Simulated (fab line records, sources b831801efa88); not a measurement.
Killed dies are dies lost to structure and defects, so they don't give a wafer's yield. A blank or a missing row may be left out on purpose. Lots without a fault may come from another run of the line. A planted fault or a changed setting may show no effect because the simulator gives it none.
fab line records | flow gf180mcu
record lots=5 wafers=15 last_day=33
route steps=602 shown M4@472 V4@476 MIM@503
lots that met no fault: from a run of the same line without faults
start_h: hours from the record's first day to the start of the lot's first wafer shown | wait_h: hours since the lot's step before | " the same as in the row above | L1.1+2: a row that stands for several wafers | - no value, or no start given | * or withheld: withheld | < > ~ a bound
route shown NAME@n: a module of which the file shows steps, and the number in the route of the first | usual: mean/standard deviation of fault-free wafers | same: alike in all rows | chamber/n: place in a boat | sites: the reading at each site | _std_site: their standard deviation | _edge_site: outer sites' mean less inner sites' | radius_mm: how far each site lies from the wafer's centre | mask NAME#n: copy n | behind: the tool/chamber that last shaped the wafer | hold: why the lot was held/for how many hours/how that ended | device: the transistor (n, p or np) that didn't switch | end of line: the same wafers' tests at the end of the route | a step without rows: its recipe alone | killed: dies lost to structure and defects at the first sort, not the wafer's yield | map: a wafer's dies, x killed, . not, _ none there
set.NAME: the setting as run; set.NAME@STEP: as run at that earlier step | model.NAME: the simulator's own value behind a step, which no gauge read
lots at some steps of the route; a table a step, a row a wafer
services: from which hour (start_h, from the record's first day; less than 0 if before it) a tool's chamber was out of use, for how many hours, and why
## steps
# step GF_M4_METAL_ETCH_16
# recipe chemistry=Cl2/BCl3 mask_material=KrF target_depth_nm=627.5 stop_on=SiO2 pressure_mtorr=8 icp_w=800 bias_w=140 Cl2_flow_sccm=80 bcl3_flow_sccm=40 time_s=104.6
# usual drypump_motor_current_A=5.9/0.44 he_backside_leak_sccm=3.4/0.35 oes_product_au=0.972/0.0067 throttle_valve_pct=28.250/0.0099
# columns lot.wafer tool chamber start_h wait_h drypump_motor_current_A he_backside_leak_sccm oes_product_au rf_hours_counter_h throttle_valve_pct
L074.1 rie_metal-02 1 542.40 0.0 5.9 3.1 0.972 9 28.249
L074.3 " 1 " " 5.9 3.3 0.972 - 28.251
L074.4 " 0 " " 6.0 3.6 0.969 - 28.243
L084.1 rie_metal-03 0 617.38 0.0 6.7 3.6 0.967 12 28.262
L084.3 " 1 " " 5.1 3.5 0.967 - 28.251
L084.6 " 1 " " 5.2 3.4 0.968 - 28.255
L087.1 rie_metal-01 0 640.35 0.0 5.9 2.9 0.962 13 28.242
L087.3 " 0 " " 5.9 3.1 0.969 - 28.250
L087.5 " 0 " " 5.9 3.1 0.966 - 28.256
L088.3 rie_metal-01 1 648.76 0.1 5.9 3.1 0.974 - 28.246
L088.4 " 1 " " 5.9 3.2 0.966 - 28.255
L088.5 " 1 " " 5.9 3.3 0.972 - 28.244
L090.3 rie_metal-01 0 664.77 0.1 5.9 3.0 0.975 - 28.240
L090.4 " 1 " " 5.9 3.2 0.968 - 28.263
L090.6 " 1 " " 5.9 5.3 0.975 - 28.258
# step GF_M4_STRIP_17
# recipe chemistry=O2/N2 power_w=1400 pressure_mtorr=1500 platen_temp_c=250 o2_flow_sccm=3000 n2_flow_sccm=300 overash_fraction=0.5
# usual drypump_motor_current_A=5.3/0.4 heater_power_w=357/31 oes_product_au=0.558/0.005 strip_time_to_endpoint_s=7.88/0.035
# columns lot.wafer tool chamber start_h wait_h drypump_motor_current_A heater_power_w oes_product_au rf_hours_counter_h strip_time_to_endpoint_s
L074.1 plasma_asher-01 0 542.52 0.1 5.1 305 0.569 11 7.91
L074.3 " 0 " " 5.1 300 0.556 - 7.94
L074.4 " 1 " " 5.4 389 0.559 - 7.93
L084.1 plasma_asher-01 1 617.49 0.1 5.4 391 0.560 18 7.91
L084.3 " 1 " " 5.4 397 0.559 - 7.96
L084.6 " 1 " " 5.4 404 0.555 - 7.89
L087.1 plasma_asher-04 0 640.58 0.2 4.9 335 0.565 87 7.86
L087.3 " 0 " " 4.9 342 0.549 - 7.85
L087.5 " 1 " " 5.1 378 0.570 - 7.87
L088.3 plasma_asher-03 1 648.94 0.1 6.1 375 0.561 - 7.82
L088.4 " 0 " " 5.4 340 0.551 - 7.83
L088.5 " 1 " " 6.1 368 0.555 - 7.83
L090.3 plasma_asher-04 0 664.88 0.1 4.9 348 0.561 - 7.93
L090.4 " 1 " " 5.1 373 0.552 - 7.89
L090.6 " 1 " " 5.1 381 0.553 - 7.87
# step GF_M4_STRIP_18
# recipe chemistry=post_etch_residue_remover time_s=1200 temp_c=72.5
# usual temp_c=72.50/0.11
# columns lot.wafer tool chamber start_h wait_h temp_c
L074.1 wet_bench-02 0 542.62 0.1 72.50
L074.3 " 0 " " 72.35
L074.4 " 0 " " 72.57
L084.1 wet_bench-03 0 617.59 0.1 72.52
L084.3 " 0 " " 72.57
L084.6 " 0 " " 72.67
L087.1 wet_bench-01 3 640.68 0.1 72.51
L087.3 " 3 " " 72.56
L087.5 " 3 " " 72.62
L088.3 wet_bench-02 1 649.01 0.0 72.52
L088.4 " 1 " " 72.61
L088.5 " 1 " " 72.47
L090.3 wet_bench-02 0 664.94 0.0 72.62
L090.4 " 0 " " 72.55
L090.6 " 0 " " 72.53
# step GF_M4_CLEAN_19
# recipe chemistry=DIW dry=n2_spin
# columns lot.wafer tool chamber start_h wait_h
L074.1+3+4 wet_bench-03 2 542.96 0.0
L084.1+3+6 wet_bench-02 2 617.94 0.0
L087.1+3+5 wet_bench-01 2 641.42 0.0
L088.3+4+5 wet_bench-01 0 649.35 0.0
L090.3+4+6 wet_bench-03 2 665.32 0.0
# step GF_V4_CVD_00
# recipe material=SiO2 target_thk_nm=600 sigma_open_frac=0.3 temp_c=400 time_s=100 sih4_flow_sccm=60 pressure_mtorr=6
# columns lot.wafer tool chamber start_h wait_h
L074.1+3+4 hdpcvd-01 0,1,1 543.05 0.0
L084.1+3+6 hdpcvd-01 0,2,0 618.03 0.0
L087.1+3+5 hdpcvd-01 2,0,1 641.62 0.0
L088.3+4+5 hdpcvd-01 1,1,0 649.53 0.0
L090.3+4+6 hdpcvd-02 1,0,1 665.42 0.0
# step GF_V4_THK_MEAS_01
# recipe reads=SiO2_of_V4_CVD_00
# usual V4_CVD_00_THK=597/5.6
# columns lot.wafer tool chamber start_h wait_h V4_CVD_00_THK[nm]
L074.1 film_metro-02 - 543.12 0.0 594
L074.3 " - " " 600
L074.4 " - " " 593
L084.1 film_metro-02 - 618.10 0.0 603
L084.3 " - " " 601
L084.6 " - " " 596
L087.1 film_metro-01 - 641.69 0.0 605
L087.3 " - " " 607
L087.5 " - " " 604
L088.3 film_metro-03 - 649.62 0.1 593
L088.4 " - " " 594
L088.5 " - " " 592
L090.3 film_metro-01 - 665.51 0.1 605
L090.4 " - " " 595
L090.6 " - " " 600
# step GF_V4_CVD_02
# recipe material=SiO2 target_thk_nm=850 precursor=TEOS temp_c=400 time_s=94.851 rf_w=600
# usual heater_power_w=589/100
# columns lot.wafer tool chamber start_h wait_h heater_power_w
L074.1 pecvd-04 0 543.18 0.1 688
L074.3 " 2 " " 665
L074.4 " 2 " " 526
L084.1 pecvd-02 1 618.16 0.1 520
L084.3 " 2 " " 676
L084.6 " 1 " " 572
L087.1 pecvd-02 1 641.75 0.1 498
L087.3 " 0 " " 435
L087.5 " 1 " " 536
L088.3 pecvd-03 2 649.66 0.0 593
L088.4 " 1 " " 711
L088.5 " 0 " " 521
L090.3 pecvd-02 2 665.55 0.0 770
L090.4 " 0 " " 521
L090.6 " 2 " " 602
# step GF_V4_THK_MEAS_03
# recipe reads=SiO2_of_V4_CVD_02
# usual V4_CVD_02_THK=848/10
# columns lot.wafer tool chamber start_h wait_h V4_CVD_02_THK[nm]
L074.1 film_metro-01 - 543.25 0.0 852
L074.3 " - " " 840
L074.4 " - " " 866
L084.1 film_metro-01 - 618.23 0.0 841
L084.3 " - " " 843
L084.6 " - " " 851
L087.1 film_metro-02 - 641.82 0.0 843
L087.3 " - " " 857
L087.5 " - " " 860
L088.3 film_metro-01 - 649.75 0.1 826
L088.4 " - " " 851
L088.5 " - " " 836
L090.3 film_metro-02 - 665.64 0.1 838
L090.4 " - " " 846
L090.6 " - " " 866
# step GF_V4_CMP_04
# recipe material=SiO2 down_force_psi=4 platen_rpm=60 pad_velocity_m_s=0.94248
# usual edge_zone_pressure_frac=1.000/0.0053 motor_current_A=11.6/1.1 time_to_endpoint_s=80/5.5
# columns lot.wafer tool chamber start_h wait_h edge_zone_pressure_frac motor_current_A time_to_endpoint_s
L074.3 cmp-02 1 543.31 0.0 1.001 11.9 79
L074.1 " 2 " " 1.008 13.2 86
L074.4 " 3 " " 1.000 11.7 88
L084.3 cmp-01 1 618.29 0.0 0.994 12.3 70
L084.1 " 0 " " 1.008 10.7 71
L084.6 " 2 " " 1.013 12.7 75
L087.3 cmp-01 2 641.98 0.1 0.998 12.8 78
L087.1 " 3 " " 0.999 10.1 71
L087.5 " 1 " " 1.000 12.4 77
L088.4 cmp-01 3 649.79 0.0 1.005 10.2 77
L088.3 " 2 " " 1.000 12.4 69
L088.5 " 0 " " 1.002 10.8 75
L090.4 cmp-02 2 665.68 0.0 1.004 13.2 83
L090.3 " 0 " " 1.002 11.0 84
L090.6 " 3 " " 1.006 11.5 91
# step GF_V4_BOW_MEAS_05
# recipe mode=bow
# usual V4_BOW=134/10
# columns lot.wafer tool chamber start_h wait_h V4_BOW[um]
L074.1 film_metro-02 - 543.61 0.2 120
L074.3 " - " " 131
L074.4 " - " " 133
L084.1 film_metro-03 - 618.59 0.1 130
L084.3 " - " " 124
L084.6 " - " " 127
L087.1 film_metro-02 - 642.18 0.1 125
L087.3 " - " " 143
L087.5 " - " " 136
L088.3 film_metro-03 - 650.13 0.1 139
L088.4 " - " " 110
L088.5 " - " " 123
L090.3 film_metro-01 - 666.02 0.2 129
L090.4 " - " " 140
L090.6 " - " " 126
# step GF_V4_DEHYDRATE_06
# recipe temp_c=200 time_s=60
# columns lot.wafer tool chamber start_h wait_h
L074.1+3+4 litho_track-02 0 554.15 10.5
L084.1+3+6 litho_track-04 0 628.23 9.6
L087.1+3+5 litho_track-04 0 651.43 9.2
L088.3+4+5 litho_track-04 0 658.88 8.7
L090.3+4+6 litho_track-02 0 675.44 9.4
# step GF_V4_HMDS_07
# recipe prime_time_s=60 prime_temp_c=120
# columns lot.wafer tool chamber start_h wait_h
L074.1+3+4 litho_track-02 0 554.30 0.1
L084.1+3+6 litho_track-04 0 628.38 0.1
L087.1+3+5 litho_track-04 0 651.58 0.1
L088.3+4+5 litho_track-04 0 659.03 0.1
L090.3+4+6 litho_track-02 0 675.59 0.1
# step GF_V4_COAT_08
# recipe resist=BARC temp_c=withheld time_s=withheld spin_rpm=withheld resist_thk_nm=withheld
# columns lot.wafer tool chamber start_h wait_h
L074.1+3+4 litho_track-02 0 554.45 0.1
L084.1+3+6 litho_track-04 0 628.53 0.1
L087.1+3+5 litho_track-04 0 651.73 0.1
L088.3+4+5 litho_track-04 0 659.18 0.1
L090.3+4+6 litho_track-02 0 675.74 0.1
# step GF_V4_COAT_09
# recipe resist=KrF spin_rpm=withheld resist_thk_nm=1000
# columns lot.wafer tool chamber start_h wait_h
L074.1+3+4 litho_track-02 0 - -
L084.1+3+6 litho_track-04 0 - -
L087.1+3+5 litho_track-04 0 - -
L088.3+4+5 litho_track-04 0 - -
L090.3+4+6 litho_track-02 0 - -
# step GF_V4_SOFTBAKE_10
# recipe temp_c=130 time_s=60 resist=KrF
# columns lot.wafer tool chamber start_h wait_h
L074.1+3+4 litho_track-02 0 - -
L084.1+3+6 litho_track-04 0 - -
L087.1+3+5 litho_track-04 0 - -
L088.3+4+5 litho_track-04 0 - -
L090.3+4+6 litho_track-02 0 - -
# step GF_V4_EXPOSE_11
# recipe mask_id=Via4 target_cd_nm=260 na=0.68 source_shape=conventional sigma_outer=0.6 dose_mj=38
# usual stage_vel_mm_s=499.99/0.25
# columns lot.wafer tool chamber start_h wait_h mask stage_vel_mm_s
L074.1 krf_scanner-01 0 - - Via4#0 499.79
L074.3 " 0 " " Via4#0 499.92
L074.4 " 0 " " Via4#0 499.72
L084.1 krf_scanner-02 0 - - Via4#0 500.24
L084.3 " 0 " " Via4#0 500.02
L084.6 " 0 " " Via4#0 500.28
L087.1 krf_scanner-01 0 - - Via4#0 500.30
L087.3 " 0 " " Via4#0 499.83
L087.5 " 0 " " Via4#0 500.35
L088.3 krf_scanner-02 0 - - Via4#0 500.15
L088.4 " 0 " " Via4#0 499.74
L088.5 " 0 " " Via4#0 500.29
L090.3 krf_scanner-01 0 - - Via4#0 500.04
L090.4 " 0 " " Via4#0 499.99
L090.6 " 0 " " Via4#0 499.96
# step GF_V4_PEB_12
# recipe peb_temp_c=135 peb_time_s=90 resist=KrF
# columns lot.wafer tool chamber start_h wait_h
L074.1+3+4 litho_track-04 0 - -
L084.1+3+6 litho_track-02 0 - -
L087.1+3+5 litho_track-04 0 - -
L088.3+4+5 litho_track-02 0 - -
L090.3+4+6 litho_track-04 0 - -
# step GF_V4_DEVELOP_13
# recipe develop_time_s=60 resist=KrF dev_temp_c=21
# columns lot.wafer tool chamber start_h wait_h
L074.1+3+4 litho_track-04 0 565.13 0.2
L084.1+3+6 litho_track-02 0 638.45 0.2
L087.1+3+5 litho_track-04 0 662.23 0.2
L088.3+4+5 litho_track-02 0 669.09 0.1
L090.3+4+6 litho_track-04 0 686.03 0.1
# step GF_V4_CD_MEAS_14
# recipe target_cd_nm=260
# usual cd_nm=260.1/0.98
# columns lot.wafer tool chamber start_h wait_h cd_nm
L074.1 cd_sem-02 - 565.28 0.1 261.5
L074.3 " - " " 260.9
L074.4 " - " " 260.8
L084.1 cd_sem-01 - 638.60 0.1 260.8
L084.3 " - " " 260.3
L084.6 " - " " 260.4
L087.1 cd_sem-02 - 662.38 0.1 260.0
L087.3 " - " " 259.0
L087.5 " - " " 259.0
L088.3 cd_sem-01 - 669.23 0.1 260.0
L088.4 " - " " 259.8
L088.5 " - " " 260.4
L090.3 cd_sem-02 - 686.17 0.1 261.2
L090.4 " - " " 260.8
L090.6 " - " " 259.9
# step GF_V4_OVL_MEAS_15
# usual V4_OVL=-3/6.1
# columns lot.wafer tool chamber start_h wait_h V4_OVL[nm]
L074.1 overlay-02 - 565.40 0.1 0
L074.3 " - " " -2
L074.4 " - " " 3
L084.1 overlay-01 - 638.72 0.1 -5
L084.3 " - " " -5
L084.6 " - " " 0
L087.1 overlay-02 - 662.50 0.1 6
L087.3 " - " " 9
L087.5 " - " " 9
L088.3 overlay-02 - 669.33 0.1 -7
L088.4 " - " " -11
L088.5 " - " " -7
L090.3 overlay-02 - 686.26 0.1 4
L090.4 " - " " 3
L090.6 " - " " 5
# step GF_V4_ETCH_16
# recipe chemistry=N2/H2 target_depth_a=withheld overetch_a=withheld time_s=withheld target=BARC ion_energy_ev=200 source_w=500 bias_w=100 pressure_mtorr=30 n2_flow_sccm=100 h2_flow_sccm=200
# usual drypump_motor_current_A=5.7/0.52 oes_product_au=0.854/0.0043 throttle_valve_pct=13.226/0.009
# columns lot.wafer tool chamber start_h wait_h drypump_motor_current_A oes_product_au throttle_valve_pct
L074.1 rie_diel-02 0 565.43 0.0 5.3 0.856 13.222
L074.3 " 3 " " 5.1 0.849 13.219
L074.4 " 1 " " 5.8 0.858 13.221
L084.1 rie_diel-02 3 638.75 0.0 5.1 0.856 13.233
L084.3 " 1 " " 5.8 0.853 13.235
L084.6 " 0 " " 5.3 0.855 13.222
L087.1 rie_diel-01 3 662.53 0.0 5.5 0.851 13.229
L087.3 " 2 " " 6.8 0.857 13.229
L087.5 " 2 " " 6.8 0.853 13.229
L088.3 rie_diel-03 2 669.35 0.0 4.8 0.857 13.227
L088.4 " 0 " " 5.5 0.852 13.217
L088.5 " 3 " " 5.4 0.855 13.229
L090.3 rie_diel-01 2 686.28 0.0 6.8 0.850 13.230
L090.4 " 3 " " 5.5 0.854 13.214
L090.6 " 3 " " 5.5 0.857 13.208
# step GF_V4_ETCH_17
# recipe chemistry=C4F8/O2/Ar mask_material=KrF target=SiO2 stop_on=TiN source_w=1500 bias_w=1200 pressure_mtorr=40 c4f8_flow_sccm=withheld O2_flow_sccm=6 Ar_flow_sccm=300 time_s=withheld target_depth_a=6300
# usual oes_product_au=0.856/0.0043
# columns lot.wafer tool chamber start_h wait_h oes_product_au
L074.1 rie_diel-02 0 - - 0.852
L074.3 " 3 " " 0.855
L074.4 " 1 " " 0.855
L084.1 rie_diel-02 3 - - 0.853
L084.3 " 1 " " 0.854
L084.6 " 0 " " 0.849
L087.1 rie_diel-01 3 - - 0.853
L087.3 " 2 " " 0.855
L087.5 " 2 " " 0.862
L088.3 rie_diel-03 2 - - 0.860
L088.4 " 0 " " 0.855
L088.5 " 3 " " 0.860
L090.3 rie_diel-01 2 - - 0.856
L090.4 " 3 " " 0.856
L090.6 " 3 " " 0.856
# step GF_V4_STRIP_18
# recipe chemistry=O2/N2 power_w=1400 pressure_mtorr=1500 platen_temp_c=250 o2_flow_sccm=3000 n2_flow_sccm=300 overash_fraction=0.5
# usual drypump_motor_current_A=5.4/0.47 heater_power_w=353/43 oes_product_au=0.592/0.0045
# columns lot.wafer tool chamber start_h wait_h drypump_motor_current_A heater_power_w oes_product_au rf_hours_counter_h
L074.1 plasma_asher-01 0 565.56 - 5.1 304 0.590 13
L074.3 " 1 " " 5.4 405 0.592 -
L074.4 " 0 " " 5.1 298 0.592 -
L084.1 plasma_asher-01 0 638.88 - 5.1 304 0.590 22
L084.3 " 1 " " 5.4 402 0.592 -
L084.6 " 1 " " 5.4 403 0.591 -
L087.1 plasma_asher-02 1 662.66 - 5.7 335 0.597 59
L087.3 " 0 " " 6.6 364 0.592 -
L087.5 " 0 " " 6.6 368 0.593 -
L088.3 plasma_asher-01 0 669.51 - 5.1 299 0.597 -
L088.4 " 1 " " 5.4 418 0.586 -
L088.5 " 0 " " 5.1 291 0.588 -
L090.3 plasma_asher-02 0 686.44 - 6.6 362 0.585 -
L090.4 " 1 " " 5.7 333 0.586 -
L090.6 " 0 " " 6.6 361 0.587 -
# step GF_V4_STRIP_19
# recipe chemistry=post_etch_residue_remover time_s=1200 temp_c=72.5
# usual temp_c=72.49/0.12
# columns lot.wafer tool chamber start_h wait_h temp_c
L074.1 wet_bench-04 2 565.66 0.1 72.61
L074.3 " 2 " " 72.76
L074.4 " 2 " " 72.67
L084.1 wet_bench-03 0 638.98 0.1 72.43
L084.3 " 0 " " 72.51
L084.6 " 0 " " 72.44
L087.1 wet_bench-01 3 662.76 0.1 72.33
L087.3 " 3 " " 72.44
L087.5 " 3 " " 72.40
L088.3 wet_bench-01 1 669.58 0.0 72.58
L088.4 " 1 " " 72.56
L088.5 " 1 " " 72.56
L090.3 wet_bench-03 3 686.51 0.0 72.42
L090.4 " 3 " " 72.66
L090.6 " 3 " " 72.59
# step GF_V4_CLEAN_20
# recipe chemistry=DIW dry=n2_spin
# columns lot.wafer tool chamber start_h wait_h
L074.1+3+4 wet_bench-01 2 566.00 0.0
L084.1+3+6 wet_bench-04 1 639.32 0.0
L087.1+3+5 wet_bench-04 2 663.13 0.0
L088.3+4+5 wet_bench-03 1 669.92 0.0
L090.3+4+6 wet_bench-03 3 686.85 0.0
# step GF_V4_SPUTTER_21
# recipe material=Ti target_thk_nm=15 chamber_pressure_pa=5 power_w=2500 substrate_temp_c=200 time_s=80.02
# usual throttle_valve_pct=30.3/0.57
# columns lot.wafer tool chamber start_h wait_h throttle_valve_pct
L074.1 pvd_sputter-01 - 566.10 0.0 30.0
L074.3 " - " " 30.2
L074.4 " - " " 29.9
L084.1 pvd_sputter-01 - 639.41 0.0 30.2
L084.3 " - " " 30.2
L084.6 " - " " 30.2
L087.1 pvd_sputter-02 - 663.23 0.0 30.9
L087.3 " - " " 29.8
L087.5 " - " " 31.0
L088.3 pvd_sputter-01 - 670.02 0.0 29.8
L088.4 " - " " 30.3
L088.5 " - " " 30.0
L090.3 pvd_sputter-01 - 686.94 0.0 31.0
L090.4 " - " " 30.4
L090.6 " - " " 30.1
# step GF_V4_SPUTTER_22
# recipe material=TiN target_thk_nm=10 chamber_pressure_pa=5 power_w=4000 time_s=40
# usual throttle_valve_pct=30.3/0.58
# columns lot.wafer tool chamber start_h wait_h throttle_valve_pct
L074.1 pvd_sputter-01 - 566.16 0.0 30.0
L074.3 " - " " 30.3
L074.4 " - " " 30.0
L084.1 pvd_sputter-01 - 639.47 0.0 30.0
L084.3 " - " " 30.0
L084.6 " - " " 30.0
L087.1 pvd_sputter-02 - 663.29 0.0 30.8
L087.3 " - " " 29.9
L087.5 " - " " 31.1
L088.3 pvd_sputter-01 - 670.08 0.0 29.9
L088.4 " - " " 30.2
L088.5 " - " " 30.2
L090.3 pvd_sputter-01 - 687.01 0.0 30.8
L090.4 " - " " 30.5
L090.6 " - " " 30.3
# step GF_V4_CVD_23
# recipe material=W target_thk_nm=350 time_s=104.9 temp_c=400 pressure_torr=40
# usual heater_power_w=750/58
# columns lot.wafer tool chamber start_h wait_h heater_power_w
L074.1 cvd_w-01 1 566.20 0.0 729
L074.3 " 1 " " 737
L074.4 " 0 " " 682
L084.1 cvd_w-02 0 639.51 0.0 836
L084.3 " 0 " " 832
L084.6 " 1 " " 801
L087.1 cvd_w-01 0 663.33 0.0 677
L087.3 " 0 " " 683
L087.5 " 0 " " 697
L088.3 cvd_w-01 1 670.16 0.1 730
L088.4 " 0 " " 684
L088.5 " 1 " " 715
L090.3 cvd_w-02 1 687.08 0.1 804
L090.4 " 0 " " 832
L090.6 " 1 " " 785
# step GF_V4_RS_MEAS_24
# recipe thk_meas_gauge=four-point-probe reads=W_of_V4_CVD_23+TiN_of_V4_SPUTTER_22+Ti_of_V4_SPUTTER_21
# usual V4_W_RS=0.328/0.0039
# columns lot.wafer tool chamber start_h wait_h V4_W_RS[ohm/sq]
L074.1 film_metro-01 - 566.31 0.1 0.328
L074.3 " - " " 0.331
L074.4 " - " " 0.331
L084.1 film_metro-01 - 639.63 0.1 0.329
L084.3 " - " " 0.330
L084.6 " - " " 0.325
L087.1 film_metro-03 - 663.45 0.1 0.331
L087.3 " - " " 0.327
L087.5 " - " " 0.330
L088.3 film_metro-01 - 670.27 0.1 0.326
L088.4 " - " " 0.332
L088.5 " - " " 0.326
L090.3 film_metro-01 - 687.20 0.1 0.329
L090.4 " - " " 0.331
L090.6 " - " " 0.330
# step GF_V4_THK_MEAS_25
# recipe thk_meas_gauge=xrf reads=W_of_V4_CVD_23
# usual V4_W_THK=364/5.5
# columns lot.wafer tool chamber start_h wait_h V4_W_THK[nm]
L074.1 film_metro-01 - 566.43 0.1 365
L074.3 " - " " 360
L074.4 " - " " 360
L084.1 film_metro-01 - 639.75 0.1 362
L084.3 " - " " 362
L084.6 " - " " 365
L087.1 film_metro-03 - 663.57 0.1 361
L087.3 " - " " 368
L087.5 " - " " 361
L088.3 film_metro-01 - 670.37 0.1 369
L088.4 " - " " 365
L088.5 " - " " 370
L090.3 film_metro-01 - 687.30 0.1 366
L090.4 " - " " 364
L090.6 " - " " 365
# step GF_V4_CMP_26
# recipe stop_on=SiO2 down_force_psi=3.5 platen_rpm=60 t_overpolish_s=15 target_thk_nm=0 pad_velocity_m_s=0.94248
# usual edge_zone_pressure_frac=1.000/0.0049 motor_current_A=10.6/0.87 overpolish_run_s=15.000/0.0091 time_to_endpoint_s=84/3.3
# columns lot.wafer tool chamber start_h wait_h edge_zone_pressure_frac motor_current_A overpolish_run_s time_to_endpoint_s
L074.3 cmp-01 3 566.49 0.0 1.001 9.1 15.006 80
L074.1 " 0 " " 1.000 9.6 14.999 85
L074.4 " 1 " " 1.003 11.0 14.996 81
L084.3 cmp-02 3 639.81 0.0 0.993 10.9 15.008 85
L084.1 " 0 " " 1.008 10.6 14.991 87
L084.6 " 3 " " 1.002 10.8 14.985 86
L087.1 cmp-01 2 663.63 0.1 0.994 11.1 15.005 84
L087.3 " 3 " " 0.996 9.6 15.000 81
L087.5 " 3 " " 0.997 8.6 14.998 82
L088.4 cmp-01 1 670.41 0.0 1.002 11.1 14.983 82
L088.3 " 0 " " 0.999 9.2 14.992 89
L088.5 " 1 " " 0.994 11.0 15.023 84
L090.4 cmp-02 1 687.39 0.1 0.992 10.5 14.987 85
L090.3 " 2 " " 1.005 12.1 15.001 89
L090.6 " 0 " " 1.002 10.2 14.992 89
# step GF_MIM_SPUTTER_00
# recipe material=Ti target_thk_nm=37.5 arriving_ion_energy_ev=80 substrate_temp_c=200 chamber_pressure_pa=2 power_w=4000 time_s=150
# usual throttle_valve_pct=30.1/1
# columns lot.wafer tool chamber start_h wait_h throttle_valve_pct
L074.1 pvd_sputter-03 - 566.79 0.2 30.0
L074.3 " - " " 30.8
L074.4 " - " " 30.5
L084.1 pvd_sputter-04 - 640.11 0.2 30.8
L084.3 " - " " 27.6
L084.6 " - " " 31.0
L087.1 pvd_sputter-04 - 663.93 0.2 30.7
L087.3 " - " " 31.2
L087.5 " - " " 27.4
L088.3 pvd_sputter-03 - 670.71 0.1 30.4
L088.4 " - " " 30.3
L088.5 " - " " 30.3
L090.3 pvd_sputter-04 - 687.64 0.1 27.3
L090.4 " - " " 30.9
L090.6 " - " " 31.1
# step GF_MIM_SPUTTER_01
# recipe material=TiN target_thk_nm=30 power_w=6500 time_s=25 chamber_pressure_pa=0.4
# usual throttle_valve_pct=30.1/1
# columns lot.wafer tool chamber start_h wait_h throttle_valve_pct
L074.1 pvd_sputter-03 - 566.89 0.1 30.6
L074.3 " - " " 30.6
L074.4 " - " " 30.7
L084.1 pvd_sputter-04 - 640.21 0.1 31.1
L084.3 " - " " 27.7
L084.6 " - " " 31.1
L087.1 pvd_sputter-04 - 664.03 0.1 30.9
L087.3 " - " " 31.2
L087.5 " - " " 27.3
L088.3 pvd_sputter-03 - 670.81 0.1 30.4
L088.4 " - " " 30.6
L088.5 " - " " 30.3
L090.3 pvd_sputter-04 - 687.74 0.1 27.4
L090.4 " - " " 31.1
L090.6 " - " " 31.2
# step GF_MIM_SPUTTER_02
# recipe material=AlCu target_thk_nm=450 power_w=10600 time_s=23.9 chamber_pressure_pa=0.4
# usual throttle_valve_pct=30.1/0.96
# columns lot.wafer tool chamber start_h wait_h throttle_valve_pct
L074.1 pvd_sputter-03 - 566.92 0.0 30.5
L074.3 " - " " 30.9
L074.4 " - " " 30.5
L084.1 pvd_sputter-04 - 640.24 0.0 30.7
L084.3 " - " " 27.4
L084.6 " - " " 31.1
L087.1 pvd_sputter-04 - 664.06 0.0 30.5
L087.3 " - " " 31.4
L087.5 " - " " 27.6
L088.3 pvd_sputter-03 - 670.84 0.0 30.1
L088.4 " - " " 30.3
L088.5 " - " " 30.3
L090.3 pvd_sputter-04 - 687.77 0.0 27.5
L090.4 " - " " 31.1
L090.6 " - " " 31.1
# step GF_MIM_SPUTTER_03
# recipe material=Ti target_thk_nm=10 substrate_temp_c=300 chamber_pressure_pa=0.3 power_w=3000 time_s=6.7
# usual throttle_valve_pct=30.1/1
# columns lot.wafer tool chamber start_h wait_h throttle_valve_pct
L074.1 pvd_sputter-03 - 566.95 0.0 30.4
L074.3 " - " " 30.6
L074.4 " - " " 30.2
L084.1 pvd_sputter-04 - 640.27 0.0 30.9
L084.3 " - " " 27.6
L084.6 " - " " 31.2
L087.1 pvd_sputter-04 - 664.09 0.0 30.8
L087.3 " - " " 31.1
L087.5 " - " " 27.4
L088.3 pvd_sputter-03 - 670.87 0.0 30.3
L088.4 " - " " 30.3
L088.5 " - " " 30.5
L090.3 pvd_sputter-04 - 687.80 0.0 27.5
L090.4 " - " " 31.3
L090.6 " - " " 31.3
# step GF_MIM_SPUTTER_04
# recipe material=TiN target_thk_nm=50 power_w=6500 time_s=41.7 chamber_pressure_pa=0.4
# usual throttle_valve_pct=30.1/0.98
# columns lot.wafer tool chamber start_h wait_h throttle_valve_pct
L074.1 pvd_sputter-03 - 566.97 0.0 30.4
L074.3 " - " " 30.3
L074.4 " - " " 30.1
L084.1 pvd_sputter-04 - 640.29 0.0 31.0
L084.3 " - " " 27.5
L084.6 " - " " 31.0
L087.1 pvd_sputter-04 - 664.11 0.0 30.8
L087.3 " - " " 31.1
L087.5 " - " " 27.6
L088.3 pvd_sputter-03 - 670.89 0.0 30.1
L088.4 " - " " 30.8
L088.5 " - " " 30.3
L090.3 pvd_sputter-04 - 687.82 0.0 27.4
L090.4 " - " " 30.9
L090.6 " - " " 31.0
# step GF_MIM_CVD_05
# recipe material=Si3N4 target_thk_nm=42 temp_max_c=400 temp_c=385 time_s=29.086 rf_w=450
# usual heater_power_w=620/100
# columns lot.wafer tool chamber start_h wait_h heater_power_w
L074.1 pecvd-03 0 567.01 0.0 479
L074.3 " 1 " " 712
L074.4 " 0 " " 486
L084.1 pecvd-04 1 640.33 0.0 504
L084.3 " 2 " " 630
L084.6 " 0 " " 759
L087.1 pecvd-04 0 664.15 0.0 756
L087.3 " 2 " " 561
L087.5 " 2 " " 548
L088.3 pecvd-04 0 670.93 0.0 712
L088.4 " 2 " " 656
L088.5 " 0 " " 716
L090.3 pecvd-04 0 687.86 0.0 762
L090.4 " 0 " " 760
L090.6 " 1 " " 501
## services
# columns tool chamber start_h hours kind
cmp-01 - 521.73 0.3 repair
hdpcvd-01 - 528.25 0.7 repair
rie_diel-02 0 533.30 13.1 repair
pecvd-04 1 535.85 6.6 repair
cmp-01 - 541.53 2.5 repair
krf_scanner-01 - 550.18 0.8 pm
rie_diel-01 - 551.66 0.2 repair
rie_diel-01 0 556.55 7.1 repair
rie_diel-01 1 562.72 5.5 repair
plasma_asher-01 - 563.21 0.4 repair
pecvd-04 1 573.39 3.2 repair
cmp-01 - 574.18 4.0 pm
krf_scanner-01 - 581.17 4.0 pm
pecvd-02 - 591.12 14.0 pm
rie_diel-02 1 609.68 19.9 repair
pecvd-04 - 637.20 2.8 pm
cmp-02 - 641.50 6.8 pm
rie_diel-01 2 642.56 6.7 repair
rie_diel-02 - 643.35 0.3 repair
rie_diel-01 3 649.65 4.3 repair
cmp-01 - 656.34 1.5 repair
plasma_asher-01 - 658.70 0.7 repair
cmp-01 - 661.97 0.4 repair
pvd_sputter-03 - 671.26 3.5 repair
## key
fault none
